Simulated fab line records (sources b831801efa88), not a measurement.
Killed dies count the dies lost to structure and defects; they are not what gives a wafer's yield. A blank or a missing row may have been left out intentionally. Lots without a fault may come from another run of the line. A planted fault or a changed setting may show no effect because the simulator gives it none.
Which of the tools did it? | flow sky130 | 6 lots, 18 wafers sampled, at 1 step of a route of 708

WHAT THE GAUGES READ, wafer by wafer
SKY_FIELD_ISO_THK_MEAS_02.
lot  | measured    | on            | FIELD_ISO_OXIDATION_00_THK (nm)
L744 | day 2 00:46 | film-metro-04 | 12.27 12.12 11.98
L746 | day 2 11:40 | film-metro-04 | 11.49 11.65 11.41
L749 | day 3 00:01 | film-metro-04 | 12.02 11.73 11.74
L752 | day 3 13:41 | film-metro-03 | 11.99 11.89 11.86
L760 | day 5 06:21 | film-metro-01 | 11.43 11.38 11.57
L762 | day 5 15:38 | film-metro-04 | 11.43 11.13 11.19

WHAT TOOL EACH LOT RAN ON (gives the tool, then ch and the chambers of the sampled wafers, and finally the start)
Before these readings, the record contains no process step.

THE ANSWER, worked out from the rows above alone
Rule: what is usual is taken from the lots themselves. Put in order of their means at a reading, lots are off if they are a third of the lots or fewer, leave a main group of 4 or more, and stand apart from it by a gap of 3 or more times the standard deviation of the main group's means; of several such gaps the widest counts. The tables above print the reading to a certain number of digits; a main group whose means all agree to those digits is not used. Also off: a lot with no number at a reading for which 4 or more lots have one. Any other lot the step has rows for is counted as sound.
No lot is off on any of the readings shown, so nothing can be concluded from this.

WHAT HAD BEEN PUT IN BY THE SIMULATOR
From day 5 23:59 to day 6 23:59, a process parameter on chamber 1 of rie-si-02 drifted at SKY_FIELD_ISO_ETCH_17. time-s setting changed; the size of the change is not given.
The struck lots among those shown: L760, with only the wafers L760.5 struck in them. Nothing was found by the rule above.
